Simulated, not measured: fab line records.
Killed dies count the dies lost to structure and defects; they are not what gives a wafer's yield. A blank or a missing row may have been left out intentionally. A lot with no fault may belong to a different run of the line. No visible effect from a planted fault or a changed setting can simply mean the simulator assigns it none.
The same fault as seen by 2 desks ; flow gf180mcu ; each desk has only its own numbers; what lay behind them comes last

== THE METROLOGY DESK ==
What the gauges read for every lot (on any tool): the sampled wafers with a number, averaged. Marked OUT: a lot whose mean sits more than 4 standard deviations from the usual mean, which makes it out of limits; the brackets give that distance.
Columns: A = cd_nm at GF_M1_CD_MEAS_14, usual 229.9 nm; B = V1_CVD_02_THK at GF_V1_THK_MEAS_03, usual 856 nm
lot;first seen here;A;B
L616;day 17 16:55;231.1;852
L617;day 17 20:35;230.6;839
L621;day 19 04:55;230.0;856
L622;day 20 00:11;230.6;852
L627;day 22 00:38;229.0;863
L628;day 22 01:50;230.8;859
L629;day 22 05:29;228.6;853
L632;day 23 05:02;228.9;860
L634;day 24 00:20;214.6 (-15) OUT;850
L636;day 24 09:40;212.5 (-17) OUT;857
L637;day 25 02:04;229.7;857
L638;day 25 06:04;231.8;860
This desk finds L634, L636 out of limits, L634 being first, at day 24 00:20 (cd_nm at GF_M1_CD_MEAS_14). L616, L617, L621, L622, L627, L628, L629, L632, L637, L638: within limits.

== TOOL OWNER'S DESK, litho_track-04 ==
The tool's own readings at GF_M1_PEB_12 (peb time 90 s): means of the sampled wafers that have a number, for each lot that ran on this tool. Marked OUT: a lot whose mean sits more than 4 standard deviations from the usual mean, which makes it out of limits; the brackets give that distance.
Columns: A = heater_power_total_W at GF_M1_PEB_12, usual 85.69 W; B = plate_temp_C at GF_M1_PEB_12, usual 135.04 C
lot;first seen here;A;B
L621;day 19 04:35;85.72;135.16
L628;day 22 01:29;85.70;135.15
L629;day 22 05:08;85.76;135.25
L632;day 23 04:41;85.67;134.88
L634;day 23 23:59;92.64 (+83) OUT;143.39 (+49) OUT
L636;day 24 09:20;92.67 (+83) OUT;143.32 (+49) OUT
This desk finds L634, L636 out of limits, L634 being first, at day 23 23:59 (heater_power_total_W at GF_M1_PEB_12). L621, L628, L629, L632: within limits.

== ALL TOGETHER ==
An alarm could have come from the tool owner's desk at day 23 23:59, on L634, L636.
L634, L636 would have let the metrology desk raise an alarm at day 24 00:20.
Every lot named ran GF_M1_PEB_12 on litho_track-04.

== WHAT THE SIMULATOR HAD PUT IN ==
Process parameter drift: litho_track-04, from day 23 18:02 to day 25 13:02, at GF_M1_PEB_12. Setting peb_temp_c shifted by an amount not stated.
Struck lots among those shown: L634, L636.
Time in hours from fault onset to the first out-of-limits reading at each desk: tool owner's desk 6, metrology desk 6.
